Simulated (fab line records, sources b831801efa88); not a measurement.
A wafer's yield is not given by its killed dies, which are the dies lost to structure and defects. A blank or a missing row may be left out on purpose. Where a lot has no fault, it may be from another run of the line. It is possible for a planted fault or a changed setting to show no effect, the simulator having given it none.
The tool behind it: which one? :: flow gf180mcu :: 12 lots, 36 wafers sampled, at 2 steps of a route of 602

WHAT THE GAUGES SHOWED, per wafer
GF_DUAL_GATE_THK_MEAS_03.
lot: L075
measured: day 7 21:16
on: film_metro-04
DUAL_GATE_OXIDATION_00_THK (nm): 11.16 11.05 11.05

lot: L077
measured: day 8 12:41
on: film_metro-02
DUAL_GATE_OXIDATION_00_THK (nm): 10.55 10.56 10.46

lot: L079
measured: day 9 01:02
on: film_metro-02
DUAL_GATE_OXIDATION_00_THK (nm): 11.06 10.90 10.99

lot: L081
measured: day 9 14:31
on: film_metro-02
DUAL_GATE_OXIDATION_00_THK (nm): 11.10 11.20 10.97

lot: L083
measured: day 10 05:23
on: film_metro-04
DUAL_GATE_OXIDATION_00_THK (nm): 10.78 10.64 10.68

lot: L085
measured: day 10 12:06
on: film_metro-03
DUAL_GATE_OXIDATION_00_THK (nm): 10.72 10.80 10.69

lot: L087
measured: day 11 04:56
on: film_metro-03
DUAL_GATE_OXIDATION_00_THK (nm): 10.87 11.06 10.76

lot: L089
measured: day 11 19:40
on: film_metro-02
DUAL_GATE_OXIDATION_00_THK (nm): 10.77 10.92 10.89

lot: L091
measured: day 12 16:33
on: film_metro-03
DUAL_GATE_OXIDATION_00_THK (nm): 10.90 10.86 10.93

lot: L093
measured: day 13 13:38
on: film_metro-02
DUAL_GATE_OXIDATION_00_THK (nm): 10.78 10.79 10.63

lot: L095
measured: day 13 19:09
on: film_metro-04
DUAL_GATE_OXIDATION_00_THK (nm): 11.17 10.99 11.09

lot: L097
measured: day 14 08:52
on: film_metro-02
DUAL_GATE_OXIDATION_00_THK (nm): 10.69 10.87 10.83

EACH LOT AND THE TOOL THAT RAN IT (in order: tool; ch and the chambers of the sampled wafers; start)
lot: L075
GF_NWELL_STRIP_10: plasma_asher-04 ch 0,1, day 3 13:34

lot: L077
GF_NWELL_STRIP_10: plasma_asher-04 ch 0,1, day 4 02:04

lot: L079
GF_NWELL_STRIP_10: plasma_asher-04 ch 0,1, day 4 10:50

lot: L081
GF_NWELL_STRIP_10: plasma_asher-01 ch 0,1, day 4 21:51

lot: L083
GF_NWELL_STRIP_10: plasma_asher-03 ch 0,1, day 5 08:22

lot: L085
GF_NWELL_STRIP_10: plasma_asher-04 ch 0,1, day 5 18:17

lot: L087
GF_NWELL_STRIP_10: plasma_asher-01 ch 0,1, day 6 05:16

lot: L089
GF_NWELL_STRIP_10: plasma_asher-03 ch 0,1, day 6 15:45

lot: L091
GF_NWELL_STRIP_10: plasma_asher-04 ch 0,1, day 7 07:51

lot: L093
GF_NWELL_STRIP_10: plasma_asher-01 ch 0,1, day 7 18:13

lot: L095
GF_NWELL_STRIP_10: plasma_asher-01 ch 0,1, day 8 04:31

lot: L097
GF_NWELL_STRIP_10: plasma_asher-01 ch 0,1, day 8 17:33
- GF_NWELL_STRIP_10: strips in O2/N2.

THE ANSWER, worked out from the rows above alone
Rule: the lots themselves supply what counts as usual. The widest of any qualifying gaps counts: lots, ordered by their means at a reading, are off when they make up no more than a third of the lots, leave a main group of 4 or more, and stand apart from it by 3 or more times the standard deviation of that group's means. A main group whose means are all the same, to the digits that the tables above print for the reading, isn't used. Also off: a lot with no number at a reading for which 4 or more lots have one. Where the step has rows for the other lots, those lots are counted as sound.
Nothing can be told from this: no lot is off at any reading shown.

WHAT HAD BEEN PUT IN BY THE SIMULATOR
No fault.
